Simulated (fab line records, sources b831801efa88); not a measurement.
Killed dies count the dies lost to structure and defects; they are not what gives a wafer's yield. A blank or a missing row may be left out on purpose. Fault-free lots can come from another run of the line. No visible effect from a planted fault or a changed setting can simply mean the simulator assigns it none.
fab line records	flow sky130
record lots=5	wafers=15	last-day=50
route steps=708 shown VIA1@467 PAD_OPEN@708
lots that met no fault: taken from a fault-free run of the same line
start-h: start of the lot's first displayed wafer, in hours after the record's first day	wait-h: how many hours have passed since the lot's step before this one	" repeats the value in the row above	L1.1+2: several wafers, shown together as one row	- value missing, or start not given	* or withheld: withheld	< > ~ a bound
route shown NAME@n: a module of which the file shows steps, and the number in the route of the first	usual: average and standard deviation across the fault-free wafers	same: alike in all rows	chamber/n: place in a boat	sites: the reading at each site	_std_site: how widely they spread, as a standard deviation	_edge_site: mean of outer sites minus mean of inner sites	radius-mm: for every site, how far away it sits from the centre of the wafer	mask NAME#n: copy n	behind: the last tool/chamber to shape the wafer	hold: what put the lot on hold/how long, in hours/how the hold closed	device: which transistor (n, p or np) failed to switch	end of line: the same wafers' tests at the end of the route	for a step that has no rows: nothing shown but its recipe	killed: dies that structure and defects cost at the first sort, which is not the same as the wafer's yield	map: per-die view of a wafer (x killed, . not killed, _ where there is no die)
set.NAME: the run value of the setting; set.NAME@STEP: its run value at that earlier step	model.NAME: the simulator's own value behind a step, which no gauge read
lots at some steps of the route; a table a step, a row a wafer
services: from which hour (start-h, from the record's first day; less than 0 if before it) a tool's chamber was out of use, for how many hours, and why
## steps
# step SKY_VIA1_EXPOSE_09
# recipe mask-id=VIM	na=0.8	source-shape=annular	sigma-inner=0.55	sigma-outer=0.85	target-cd-nm=150	dose-mj=38
# step SKY_VIA1_PEB_10
# recipe peb-temp-c=withheld	peb-time-s=withheld	resist=KrF-thick
# step SKY_VIA1_DEVELOP_11
# recipe develop-time-s=60	resist=KrF-thick	dev-temp-c=21
# step SKY_VIA1_CD_MEAS_12
# recipe target-cd-nm=150
# usual cd-nm=150.5/2
lot.wafer	tool	chamber	start-h	wait-h	cd-nm
L995.2	cd-sem-02	-	793.15	-	151.3
L995.5	"	-	"	"	152.7
L995.6	"	-	"	"	151.1
L998.1	cd-sem-01	-	843.63	-	150.8
L998.5	"	-	"	"	150.6
L998.6	"	-	"	"	150.1
L108.2	cd-sem-01	-	895.34	-	150.2
L108.3	"	-	"	"	151.4
L108.6	"	-	"	"	152.2
L115.1	cd-sem-01	-	942.54	-	149.4
L115.3	"	-	"	"	151.1
L115.6	"	-	"	"	152.0
L116.1	cd-sem-01	-	954.57	-	150.8
L116.4	"	-	"	"	151.7
L116.5	"	-	"	"	151.5
# step SKY_VIA1_OVL_MEAS_13
# usual VIA1_OVL=1/6.3
lot.wafer	tool	chamber	start-h	wait-h	VIA1_OVL[nm]
L995.2	overlay-02	-	793.26	0.1	12
L995.5	"	-	"	"	5
L995.6	"	-	"	"	2
L998.1	overlay-01	-	843.75	0.1	3
L998.5	"	-	"	"	3
L998.6	"	-	"	"	5
L108.2	overlay-01	-	895.45	0.1	-7
L108.3	"	-	"	"	-4
L108.6	"	-	"	"	2
L115.1	overlay-01	-	942.66	0.1	13
L115.3	"	-	"	"	16
L115.6	"	-	"	"	3
L116.1	overlay-01	-	954.69	0.1	-1
L116.4	"	-	"	"	-8
L116.5	"	-	"	"	-3
# step SKY_VIA1_ETCH_14
# recipe chemistry=N2/H2	target=BARC	ion-energy-ev=200	source-w=500	bias-w=100	pressure-mtorr=30	n2-flow-sccm=100	h2-flow-sccm=200	stop-on=SiO2	time-s=45.9	target-depth-a=600
# usual bias-w=100.03/0.29	drypump-motor-current-A=5.7/0.3	h2-flow-sccm=200.0/0.63	oes-product-au=0.855/0.0042	throttle-valve-pct=13.225/0.0085
lot.wafer	tool	chamber	start-h	wait-h	bias-w	drypump-motor-current-A	h2-flow-sccm	oes-product-au	rf-hours-counter-h	throttle-valve-pct
L995.2	rie-diel-04	2	793.29	0.0	99.26	6.0	200.0	0.858	26	13.228
L995.5	"	0	"	"	100.25	5.9	200.2	0.857	-	13.222
L995.6	"	1	"	"	99.81	5.7	200.9	0.858	-	13.239
L998.1	rie-diel-01	2	843.79	0.0	100.25	5.2	200.7	0.858	0	13.224
L998.5	"	1	"	"	100.00	5.8	199.6	0.854	-	13.226
L998.6	"	2	"	"	99.70	5.3	200.9	0.862	-	13.215
L108.2	rie-diel-04	1	895.48	0.0	99.84	5.7	200.8	0.854	12	13.220
L108.3	"	3	"	"	99.68	6.0	200.0	0.860	19	13.239
L108.6	"	2	"	"	100.33	6.0	198.8	0.863	-	13.229
L115.1	rie-diel-02	0	942.70	0.0	100.51	5.7	200.6	0.860	25	13.222
L115.3	"	2	"	"	100.07	5.7	200.0	0.860	16	13.226
L115.6	"	3	"	"	99.88	5.3	199.0	0.856	-	13.230
L116.1	rie-diel-02	0	954.73	0.0	99.62	5.7	200.2	0.856	25	13.223
L116.4	"	1	"	"	99.99	5.5	200.5	0.856	8	13.222
L116.5	"	3	"	"	100.33	5.3	199.7	0.852	-	13.231
# step SKY_VIA1_ETCH_15
# recipe target=SiO2	chemistry=C4F8/O2/Ar	target-depth-nm=351	stop-on=TiN	mask-material=KrF-thick	source-w=1500	bias-w=1200	pressure-mtorr=40	c4f8-flow-sccm=withheld	O2_flow_sccm=6	Ar_flow_sccm=300	time-s=54
# usual bias-w=1200/3.6	oes-product-au=0.982/0.0063
lot.wafer	tool	chamber	start-h	wait-h	bias-w	oes-product-au	rf-hours-counter-h
L995.2	rie-diel-04	2	793.33	0.0	1199	0.976	26
L995.5	"	0	"	"	1200	0.984	-
L995.6	"	1	"	"	1203	0.984	-
L998.1	rie-diel-01	2	843.83	0.0	1199	0.978	0
L998.5	"	1	"	"	1195	0.984	-
L998.6	"	2	"	"	1204	0.972	-
L108.2	rie-diel-04	1	895.52	0.0	1202	0.984	12
L108.3	"	3	"	"	1198	0.976	19
L108.6	"	2	"	"	1196	0.975	-
L115.1	rie-diel-02	0	942.74	0.0	1206	0.983	25
L115.3	"	2	"	"	1204	0.984	16
L115.6	"	3	"	"	1205	0.980	-
L116.1	rie-diel-02	0	954.77	0.0	1197	0.990	25
L116.4	"	1	"	"	1198	0.973	8
L116.5	"	3	"	"	1199	0.976	-
# step SKY_VIA1_STRIP_16
# recipe chemistry=O2/N2	power-w=1400	pressure-mtorr=1500	platen-temp-c=withheld	o2-flow-sccm=3000	n2-flow-sccm=300	overash-fraction=0.5
# usual drypump-motor-current-A=5.8/0.45	oes-product-au=0.415/0.0045	strip-time-to-endpoint-s=4.462/0.021
lot.wafer	tool	chamber	start-h	wait-h	drypump-motor-current-A	oes-product-au	rf-hours-counter-h	strip-time-to-endpoint-s
L995.2	plasma-asher-04	1	793.38	0.0	5.5	0.409	98	4.497
L995.5	"	0	"	"	6.4	0.415	-	4.471
L995.6	"	1	"	"	5.5	0.416	-	4.463
L998.1	plasma-asher-04	1	843.88	0.0	5.4	0.419	103	4.516
L998.5	"	0	"	"	6.4	0.411	-	4.467
L998.6	"	1	"	"	5.4	0.415	-	4.497
L108.2	plasma-asher-04	0	895.57	0.0	6.4	0.427	108	4.450
L108.3	"	1	"	"	5.5	0.414	-	4.465
L108.6	"	1	"	"	5.4	0.415	-	4.481
L115.1	plasma-asher-02	0	942.79	0.0	5.1	0.413	78	4.443
L115.3	"	0	"	"	5.1	0.423	-	4.461
L115.6	"	1	"	"	5.8	0.403	-	4.465
L116.1	plasma-asher-03	1	954.82	0.0	5.9	0.412	21	4.449
L116.4	"	0	"	"	5.6	0.417	-	4.424
L116.5	"	0	"	"	5.6	0.419	-	4.460
# step SKY_VIA1_STRIP_17
# recipe chemistry=post-etch-residue-remover	time-s=1200	temp-c=72.5
# step SKY_VIA1_CLEAN_18
# recipe chemistry=IPA	time-s=180	temp-c=25
# step SKY_VIA1_CLEAN_19
# recipe chemistry=O3/DIW	dry=n2-spin
# step SKY_VIA1_SPUTTER_20
# recipe material=TiN	target-thk-nm=20	chamber-pressure-pa=5	power-w=4000	time-s=80
# usual throttle-valve-pct=29.6/1
lot.wafer	tool	chamber	start-h	wait-h	throttle-valve-pct
L995.2	pvd-sputter-02	-	793.97	0.0	29.9
L995.5	"	-	"	"	31.1
L995.6	"	-	"	"	29.8
L998.1	pvd-sputter-03	-	844.47	0.0	30.4
L998.5	"	-	"	"	30.7
L998.6	"	-	"	"	28.3
L108.2	pvd-sputter-01	-	896.16	0.0	29.7
L108.3	"	-	"	"	29.8
L108.6	"	-	"	"	29.3
L115.1	pvd-sputter-03	-	943.38	0.0	30.6
L115.3	"	-	"	"	30.6
L115.6	"	-	"	"	28.6
L116.1	pvd-sputter-03	-	955.41	0.0	28.0
L116.4	"	-	"	"	30.2
L116.5	"	-	"	"	30.4
# step SKY_VIA1_CVD_21
# recipe material=W	target-thk-nm=270	time-s=80.902	temp-c=400	pressure-torr=40
# usual heater-power-outer-w=505/55	heater-power-w=845/89
lot.wafer	tool	chamber	start-h	wait-h	heater-power-outer-w	heater-power-w	since-wet-clean-h	model.W_of_VIA1_CVD_21.thk-nm
L995.2	cvd-w-02	0	794.03	0.0	530	922	390	272.6
L995.5	"	1	"	"	479	756	-	267.3
L995.6	"	0	"	"	547	935	-	273.2
L998.1	cvd-w-01	1	844.53	0.0	408	757	941	271
L998.5	"	1	"	"	421	728	-	270.7
L998.6	"	0	"	"	599	970	-	269.4
L108.2	cvd-w-02	1	896.22	0.0	475	762	492	260.6
L108.3	"	0	"	"	538	930	-	268.8
L108.6	"	1	"	"	467	754	-	267.2
L115.1	cvd-w-01	1	943.44	0.0	392	732	25	268.9
L115.3	"	0	"	"	580	924	-	269.3
L115.6	"	1	"	"	399	727	-	270.2
L116.1	cvd-w-02	0	955.47	0.0	543	930	551	274.8
L116.4	"	0	"	"	534	939	-	273.8
L116.5	"	0	"	"	529	921	-	277.5
# step SKY_VIA1_RS_MEAS_22
# recipe thk-meas-gauge=four-point-probe	reads=W_of_VIA1_CVD_21+TiN_of_VIA1_SPUTTER_20
# usual VIA1_W_RS=0.426/0.0066
lot.wafer	tool	chamber	start-h	wait-h	VIA1_W_RS[ohm/sq]
L995.2	film-metro-02	-	794.14	0.1	0.422
L995.5	"	-	"	"	0.431
L995.6	"	-	"	"	0.421
L998.1	film-metro-02	-	844.62	0.1	0.426
L998.5	"	-	"	"	0.425
L998.6	"	-	"	"	0.428
L108.2	film-metro-02	-	896.33	0.1	0.441
L108.3	"	-	"	"	0.429
L108.6	"	-	"	"	0.431
L115.1	film-metro-02	-	943.53	0.1	0.428
L115.3	"	-	"	"	0.428
L115.6	"	-	"	"	0.426
L116.1	film-metro-02	-	955.56	0.1	0.419
L116.4	"	-	"	"	0.420
L116.5	"	-	"	"	0.415
# step SKY_PAD_OPEN_PROBE_99
# usual defect-limited-yield=82.6/1.8	killed_at_M0_to_M3=43/7	killed_at_M4_up=3.4/1.9	killed-at-contacts=24/5.4	killed-at-front-end=15/4.4	killed-at-other=0.4/0.63	killed-dies=86/9.1	killed-open=46/6.6	killed-short=39/6.6	sort_bin_3_pad_short=0.9/0.46	sort_bin_5_function=10.3/1.4	sort_bin_6_memory=6.2/1.1	sort-n-pass=406/9.1	sort-yield-pct=82.6/1.8
# same gross-dies=492	killed-at-back-side=0	sort_bin_4_leakage[%]=0	sort_bin_8_speed[%]=0
lot.wafer	tool	chamber	start-h	wait-h	defect-limited-yield[%]	killed_at_M0_to_M3	killed_at_M4_up	killed-at-contacts	killed-at-front-end	killed-at-other	killed-dies	killed-open	killed-short	sort_bin_3_pad_short[%]	sort_bin_5_function[%]	sort_bin_6_memory[%]	sort-n-pass	sort-yield-pct[%]
L998.1	prober-01	-	1117.54	0.1	86.8	30	2	19	14	0	65	31	34	0.4	10.2	2.6	427	86.8
L998.5	prober-01	-	1117.74	0.2	86.2	31	2	22	13	0	68	39	29	1.2	7.5	5.1	424	86.2
L998.6	prober-01	-	1117.79	0.2	86.0	38	4	16	11	0	69	35	34	0.4	9.3	4.3	423	86.0
L108.2	prober-01	-	1153.32	0.1	84.3	46	2	18	10	1	77	33	44	0.6	10.0	5.1	415	84.3
L108.3	prober-01	-	1153.37	0.2	80.9	60	3	20	11	0	94	52	42	0.6	12.2	6.3	398	80.9
L108.6	prober-01	-	1153.52	0.2	82.1	54	1	24	8	1	88	51	37	0.6	11.8	5.5	404	82.1
L116.1	prober-01	-	1194.87	0.1	80.9	42	6	29	16	1	94	42	52	1.2	9.3	8.5	398	80.9
L116.4	prober-01	-	1195.02	0.2	84.3	37	5	16	19	0	77	38	39	1.2	10.2	4.3	415	84.3
L116.5	prober-01	-	1195.07	0.2	82.3	33	2	34	18	0	87	47	40	0.6	9.3	7.7	405	82.3
# killed by level:class
L998.1 VIA1:geometric-particle:open=9 CONTACT:geometric-particle:open=7 POLY_GATE:geometric-particle:short=5 METAL2:geometric-particle:short=5 LI_CONTACT:geometric-particle:open=4 VIA1:geometric-particle:short=4 FIELD_ISO:geometric-particle:short=3 LOCAL_INTERCONNECT:geometric-particle:short=3
L998.5 CONTACT:geometric-particle:open=10 VIA2:geometric-particle:open=8 LI_CONTACT:geometric-particle:open=6 METAL2:geometric-particle:short=5 LOCAL_INTERCONNECT:geometric-particle:short=5 FIELD_ISO:geometric-particle:short=4 VIA1:geometric-particle:open=4 POLY_GATE:geometric-particle:open=3
L998.6 VIA1:geometric-particle:open=8 CONTACT:geometric-particle:open=7 VIA3:geometric-particle:open=6 VIA1:geometric-particle:short=5 VIA2:geometric-particle:open=5 CONTACT:geometric-particle:short=4 METAL2:geometric-particle:short=4 VIA3:geometric-particle:short=3
L108.2 VIA1:geometric-particle:open=17 METAL2:geometric-particle:short=7 VIA1:geometric-particle:short=6 CONTACT:geometric-particle:open=5 POLY_GATE:geometric-particle:short=4 METAL1:geometric-particle:short=4 LOCAL_INTERCONNECT:geometric-particle:short=4 CONTACT:geometric-particle:short=4
L108.3 VIA1:geometric-particle:open=17 METAL1:geometric-particle:short=7 VIA2:geometric-particle:open=7 METAL3:geometric-particle:short=7 LI_CONTACT:geometric-particle:open=6 VIA3:geometric-particle:open=6 FIELD_ISO:geometric-particle:short=5 CONTACT:geometric-particle:open=5
L108.6 VIA1:geometric-particle:open=14 LI_CONTACT:geometric-particle:open=10 METAL1:geometric-particle:short=9 VIA2:geometric-particle:open=8 VIA1:geometric-particle:short=7 CONTACT:geometric-particle:open=5 VIA3:geometric-particle:open=5 METAL2:geometric-particle:short=4
L116.1 VIA1:geometric-particle:open=15 CONTACT:geometric-particle:short=8 METAL2:geometric-particle:short=7 VIA1:geometric-particle:short=7 POLY_GATE:geometric-particle:short=6 LOCAL_INTERCONNECT:geometric-particle:short=6 METAL4:geometric-particle:short=6 LI_CONTACT:geometric-particle:open=5
L116.4 CONTACT:geometric-particle:open=8 VIA1:geometric-particle:open=7 FIELD_ISO:geometric-particle:short=6 VIA3:geometric-particle:open=6 VIA1:geometric-particle:short=6 LI_CONTACT:geometric-particle:open=5 METAL4:geometric-particle:short=5 METAL1:geometric-particle:short=4
L116.5 CONTACT:geometric-particle:open=14 LI_CONTACT:geometric-particle:open=7 POLY_GATE:geometric-particle:open=6 METAL2:geometric-particle:short=6 VIA2:geometric-particle:open=6 LI_CONTACT:geometric-particle:short=5 METAL1:geometric-particle:short=5 LOCAL_INTERCONNECT:geometric-particle:short=5
## services
tool	chamber	start-h	hours	kind
rie-diel-01	2	773.24	17.3	repair
cvd-w-01	-	786.09	0.6	repair
pvd-sputter-03	-	794.92	6.0	repair
plasma-asher-02	-	814.99	9.5	repair
rie-diel-04	2	820.89	9.6	repair
cvd-w-01	-	822.85	1.1	repair
rie-diel-02	0	840.91	13.5	repair
plasma-asher-03	-	849.81	5.9	repair
pvd-sputter-02	-	850.08	5.0	repair
rie-diel-04	2	860.65	4.4	repair
rie-diel-01	2	861.69	7.3	repair
rie-diel-02	-	869.87	0.5	repair
rie-diel-01	3	877.50	3.4	repair
rie-diel-01	0	880.94	4.4	repair
cvd-w-01	-	881.53	6.9	pm
rie-diel-02	-	886.91	0.9	repair
rie-diel-01	1	897.41	4.1	repair
cvd-w-01	-	904.00	14.0	pm
rie-diel-01	0	904.63	20.5	repair
rie-diel-04	3	912.71	7.0	repair
rie-diel-04	3	920.05	5.9	repair
cvd-w-01	-	944.76	14.6	pm
pvd-sputter-03	-	945.81	0.8	repair
rie-diel-04	3	948.60	7.6	repair
## key
first-sign none at tools or gauges
model-effect step=SKY_VIA1_CVD_21	value=W_of_VIA1_CVD_21.thk-nm	without=267.4	struck=260.6
met-at SKY_VIA1_CVD_21
struck-wafers L108.2
onset-between 794.03 896.22
fault kind=process-parameter-drift	tool=cvd-w-02	chamber=-	onset-h=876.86	steps=SKY_VIA1_CVD_21	channel=target-thk-nm	offset=-6.8568	shape=step	end-h=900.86	scope=struck-wafers-only	acts-in=these-recipes-only	stated=270
